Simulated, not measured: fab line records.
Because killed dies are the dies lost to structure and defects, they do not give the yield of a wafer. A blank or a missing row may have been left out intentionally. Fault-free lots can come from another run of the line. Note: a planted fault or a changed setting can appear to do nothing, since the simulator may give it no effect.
Chamber matching -- flow gf180mcu -- GF_V5_CMP_26 on cmp-02 has 4 sister chambers
The step polishes, stops on SiO2, t overpolish 15 s, target thk 0 nm. 18 wafers are shown with their chamber, then 9 later ones without.

## WAFERS, EACH WITH ITS CHAMBER
wafer,chamber,motor_current_A (A),slurry_filter_dp_kPa (kPa),overpolish_run_s (s)
L612.1,2,10.0,13.44,15.021
L612.2,0,11.5,13.62,14.996
L612.3,3,8.6,13.31,15.000
L615.1,1,10.4,13.52,15.002
L615.2,0,11.4,13.45,15.001
L615.6,3,8.3,13.41,14.998
L617.2,3,8.4,13.60,14.996
L617.4,2,9.9,13.23,14.973
L617.5,0,11.5,13.70,15.010
L619.3,2,9.4,13.36,14.998
L619.4,3,8.5,13.45,15.005
L619.5,0,11.5,13.89,14.996
L621.2,1,10.6,13.34,15.002
L621.5,2,10.0,13.62,14.989
L621.6,1,11.3,13.46,15.001
L622.2,2,10.1,13.51,14.990
L622.5,0,11.1,13.48,14.994
L622.6,3,8.7,13.58,15.010

SIGNATURES (averages over the wafers above)
reading,chamber 0,chamber 1,chamber 2,chamber 3,scatter within a chamber
motor_current_A,11.400,10.767,9.880,8.500,0.264
slurry_filter_dp_kPa,13.6280,13.4400,13.4320,13.4700,0.144
overpolish_run_s,14.99940,15.00167,14.99420,15.00180,0.0104
Rule: a wafer's distance from a chamber is the root of the sum, over the readings, of the square of ((its reading less the chamber's mean) divided by the reading's scatter). The wafer belongs to the nearest chamber; if the next one is less than 2 further off, it can't be placed. The scatter is the square root of a quotient: the sum, over the shown wafers, of each reading's squared deviation from its chamber's mean, divided by wafers minus chambers.

## WAFERS WITH NO CHAMBER GIVEN
wafer,motor_current_A (A),slurry_filter_dp_kPa (kPa),overpolish_run_s (s)
L623.1,8.3,13.29,15.005
L623.4,11.3,13.47,14.997
L623.6,8.2,13.39,14.998
L631.3,9.5,13.39,14.996
L631.4,10.7,13.34,15.003
L631.5,8.4,13.48,15.012
L632.3,11.3,13.55,14.992
L632.5,11.0,13.48,14.994
L632.6,11.2,13.43,15.005

## WHICH CHAMBER EACH ONE RAN IN
wafer,from the rows above,in truth
L623.1,3,3
L623.4,can't be placed: 0 or 1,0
L623.6,3,3
L631.3,2,2
L631.4,1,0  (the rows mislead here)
L631.5,3,3
L632.3,can't be placed: 0 or 1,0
L632.5,can't be placed: 1 or 0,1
L632.6,can't be placed: 0 or 1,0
Correct placement for 4 of the 9. From these rows, 4 cannot be placed; in 4 the true chamber is one of the candidates. Wrongly placed: 1.
